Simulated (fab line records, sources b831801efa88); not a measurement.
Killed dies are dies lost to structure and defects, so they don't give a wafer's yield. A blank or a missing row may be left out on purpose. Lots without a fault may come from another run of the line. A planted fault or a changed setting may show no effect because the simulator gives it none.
Problem report in the 8D (eight disciplines) form, filled by code | flow gf180mcu | the parts of the form that need people (team, actions taken, sign-off) are left out

1. THE PROBLEM
cd_nm at GF_V2_CD_MEAS_14 reads a mean of 269.9 nm on 1 wafer of 1 lot; wafers without a fault read 259.8 nm with a standard deviation of 1.1. That is +9.2 standard deviations from the usual mean.
The step: target cd 260 nm.
First seen on wafer L442.4, day 28 08:22, on cd_sem-01. The record holds 36 wafers of 12 lots with a number at this step. Rule for "out", or "out of limits": more than 4 standard deviations from the usual mean. The other wafers with a number count as sound.

2. WHAT IT IS AND WHAT IT IS NOT
question                    | is                | is not
which readings at this step | cd_nm             | -
which lots                  | L442              | L419, L420, L422, L423, L427, L429, L431, L432, L433, L434, L438
which wafers of those lots  | L442.4            | L442.2, L442.6
read on which gauges        | cd_sem-01         | cd_sem-02
when                        | from day 28 08:22 | up to then (35 sound wafers)

3. SUSPECTS, AND WHAT RULES EACH OUT
Counting: a tool at a process step up to the reading stays a suspect if it ran every lot that is out. Sound lots after the first of them don't rule it out here, since some wafers of a struck lot are sound.
- the gauge at GF_V2_CD_MEAS_14: kept. All the wafers that are out were read on cd_sem-01, and no step on other tools shows them out.
- pvd_sputter-03 at GF_M2_SPUTTER_02 (material AlCu, target thk 450 nm, time 23.9 s): kept. It ran the lot that is out, L442 (day 26 15:19); its last sound lot up to then is L434 (day 24 01:43).
- litho_track-02 at GF_V2_PEB_12 (peb time 90 s): kept. It ran the lot that is out, L442 (day 28 08:02); its last sound lot up to then is L434 (day 25 21:08).
Left after counting: pvd_sputter-03 at GF_M2_SPUTTER_02, litho_track-02 at GF_V2_PEB_12, cd_sem-01 at GF_V2_CD_MEAS_14.

4. THE CAUSE (what the simulator had put in)
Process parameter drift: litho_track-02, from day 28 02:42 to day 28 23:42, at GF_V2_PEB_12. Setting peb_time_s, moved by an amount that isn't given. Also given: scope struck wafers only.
Counting left 3 suspects, and this tool is among them.

5. THE CHAIN OF EFFECTS, in route order
Each row: a reading whose mean over the struck wafers that have a number lies more than 3 standard deviations from the usual. Only readings for which the record gives a usual standard deviation are gone through. hours: the time from each lot's start at the first step in this table that gives one to its start at this step, as a median over the lots. sigmas: the change in usual standard deviations.
hours | step             | reading | usual    | on struck wafers | change | sigmas
0     | GF_V2_CD_MEAS_14 | cd_nm   | 259.8 nm | 269.9            | +10.1  | +9.2

6. WHAT WOULD HAVE CAUGHT IT SOONER
In this record the first reading out of limits at a measuring or inspecting step was taken at day 28 08:22, 6 hours after the fault began at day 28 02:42.
All the lots that are out (1) had begun GF_V2_PEB_12 on litho_track-02 by day 28 08:22. A hold on the tool at that time would have spared none of them.
